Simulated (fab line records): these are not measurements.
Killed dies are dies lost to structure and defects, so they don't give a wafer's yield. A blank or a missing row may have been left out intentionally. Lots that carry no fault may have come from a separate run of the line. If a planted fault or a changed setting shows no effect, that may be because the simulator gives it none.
Code-filled problem report in 8D (eight disciplines) form ; flow sky130 ; the parts of the form that need people (team, actions taken, sign-off) are left out

1. WHAT IS WRONG
On 2 wafers of 1 lot, cathodeDcPowerW at SKY_LI_CONTACT_SPUTTER_19 has a mean of 2588.7 W; fault-free wafers read 2500.0 W, standard deviation 0.42. That is +99 or more standard deviations from the usual mean.
The step: material Ti, target thk 20 nm, time 106.37 s.
First seen on wafer L733.1, day 31 14:55, on pvdSputter-04. The record holds 39 wafers of 13 lots with a number at this step. Rule for "out" (also "out of limits"): further than 4 standard deviations from the usual mean. The rest of the wafers with a number are treated as sound.

2. WHAT IT IS; WHAT IT IS NOT
question;is;is not
which readings at this step;cathodeDcPowerW;throttleValvePct
which lots;L733;L726, L727, L728, L729, L730, L731, L734, L744, L746, L747, L748, L749
which wafers of those lots;L733.1, L733.6;L733.3
read on which tools;pvdSputter-04;pvdSputter-01, pvdSputter-03
when;from day 31 14:55;"up to then (19 sound wafers); but 18 sound wafers of L734, L744, L746, L747, L748, L749 came after"

3. SUSPECTS, AND WHAT RULES EACH OUT
Counting: if a tool at a process step up to the reading ran every lot that is out, it stays a suspect. Sound lots after the first of them don't rule it out here, since some wafers of a struck lot are sound.
- plasmaAsher-04 at SKY_LI_CONTACT_STRIP_16 (strips in O2/N2): kept. L733, the lot that is out, went through it at day 31 14:35; up to then, the latest sound lot through it was L730 at day 30 18:29.
- pvdSputter-04 at SKY_LI_CONTACT_SPUTTER_19 (material Ti, target thk 20 nm, time 106.37 s): kept. L733, the lot that is out, went through it at day 31 14:55; up to then, the latest sound lot through it was L729 at day 30 11:44. Its own readings are out on those wafers: cathodeDcPowerW.
- Within plasmaAsher-04 at SKY_LI_CONTACT_STRIP_16, the wafers that are out were processed in chamber 1 and their sound lot-mates in chamber 0.
Left after counting: plasmaAsher-04 at SKY_LI_CONTACT_STRIP_16, pvdSputter-04 at SKY_LI_CONTACT_SPUTTER_19.

4. THE CAUSE (what the simulator had put in)
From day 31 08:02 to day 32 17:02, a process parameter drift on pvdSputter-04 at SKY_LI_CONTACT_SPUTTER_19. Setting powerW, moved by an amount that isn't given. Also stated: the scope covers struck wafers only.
Counting left 2 suspects, and this tool is among them.

5. SEQUENCE OF EFFECTS, ordered by route
One row per reading whose mean, taken over the struck wafers that have a number, lies over 3 standard deviations from the usual. Only readings for which the record gives a usual standard deviation are gone through. hours: the time from each lot's start at the first step in this table that gives one to its start at this step, as a median over the lots. sigmas: the change in usual standard deviations.
hours;step;reading;usual;on struck wafers;change;sigmas
0;SKY_LI_CONTACT_SPUTTER_19;cathodeDcPowerW;2500.0 W;2588.7;+88.7;+99 or more
Here are the process steps it includes:
- SKY_LI_CONTACT_SPUTTER_19: material Ti, target thk 20 nm, time 106.37 s.
At these later measuring or inspecting steps, every struck wafer for which the step has a row has a number for every such reading, and none has moved that far: SKY_LOCAL_INTERCONNECT_RS_MEAS_01.

6. HOW IT WOULD HAVE BEEN CAUGHT EARLIER
First out-of-limits reading in this record: day 31 14:55, which is 7 hours after fault onset at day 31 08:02.
